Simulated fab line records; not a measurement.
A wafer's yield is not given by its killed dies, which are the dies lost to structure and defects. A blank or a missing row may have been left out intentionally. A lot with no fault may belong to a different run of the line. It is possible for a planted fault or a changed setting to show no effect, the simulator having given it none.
A lot that was struck, set against a sound lot	flow gf180mcu	14 out of 602 route steps
Sound: the wafers L224.2, L224.5, L224.6. Struck: wafers L234.2, L234.5, L234.6. Last of all comes the cause.
Each step with rows lists, per side, the tool, then ch with its chambers, then its first start. Under that, the readings that differ: sound wafers	struck wafers	difference of the means	sigmas: that difference in standard deviations of wafers without a fault.
alike: readings with means less than 2 such deviations apart, plus words and numbers identical on both sides. not compared: withheld readings, readings lacking a value on some wafer, bounds such as >300 that could conceal the same value, and numbers that have no deviation in the record and whose values overlap.
The two part at a step that has a row with sigmas, a row that says differs or no value, or rows on one side only. Non-overlapping numbers with no deviation appear without sigmas and do not part them. A reading missing from all wafers of one side parts the sides only when that side holds two or more wafers.

GF_M2_SPUTTER_01: material TiN, target thk 30 nm, time 25 s.
  struck on pvd_sputter-02, day 23 02:18; sound on pvd_sputter-04, day 19 06:52
  alike: throttle_valve_pct
GF_M2_SPUTTER_02: material AlCu, target thk 450 nm, time 23.9 s.
  struck on pvd_sputter-02, day 23 02:20; sound on pvd_sputter-04, day 19 06:54
  alike: throttle_valve_pct
GF_M2_SPUTTER_03: material Ti, target thk 10 nm, time 6.7 s.
  struck on pvd_sputter-02, day 23 02:22; sound on pvd_sputter-04, day 19 06:56
  alike: throttle_valve_pct
GF_M2_SPUTTER_04: material TiN, target thk 50 nm, time 41.7 s.
  struck on pvd_sputter-02, day 23 02:23; sound on pvd_sputter-04, day 19 06:57
  alike: throttle_valve_pct
GF_M2_RS_MEAS_05: the measuring method here is four-point-probe.
  struck on film_metro-02, day 23 02:26; sound on film_metro-02, day 19 07:01
  alike: M2_ALCU_RS
GF_M2_THK_MEAS_06: measures by xrf.
  struck on film_metro-02, day 23 02:33; sound on film_metro-02, day 19 07:07
  alike: M2_ALCU_THK
then, 6 steps without rows for these wafers: GF_M2_DEHYDRATE_07 (time 60 s); GF_M2_HMDS_08 (prime time 60 s); GF_M2_COAT_09 (resist thk 1000 nm); GF_M2_SOFTBAKE_10 (time 60 s); GF_M2_EXPOSE_11 (exposes mask Metal2, target cd 280 nm); GF_M2_PEB_12 (peb time 90 s).
GF_M2_DEVELOP_13: develop time 60 s.
  struck on litho_track-03, day 24 00:42; sound on litho_track-01 ch 0, day 20 07:14
  no value came back on the struck wafers for chill_plate_temp_C (C), develop_time_s (s), developer_temp_C (C); on the sound wafers chill_plate_temp_C (C) reads 23.12 23.05 22.86
reading	sound	struck	difference	sigmas
model.KrF_of_M2_COAT_09.thk_nm (nm)	988 982.3 984.7	995.9 994.5 997.9	+11.1	
GF_M2_CD_MEAS_14 targets a cd of 280 nm.
  struck on cd_sem-01, day 24 00:50; sound on cd_sem-01, day 20 07:23
reading	sound	struck	difference	sigmas
cd_nm (nm)	279.9 279.4 278.7	- - -	no value on the struck wafers	

== WHERE THEY PART ==
First at GF_M2_DEVELOP_13; last, within this record, at GF_M2_CD_MEAS_14.

WHY: what had been put in by the simulator
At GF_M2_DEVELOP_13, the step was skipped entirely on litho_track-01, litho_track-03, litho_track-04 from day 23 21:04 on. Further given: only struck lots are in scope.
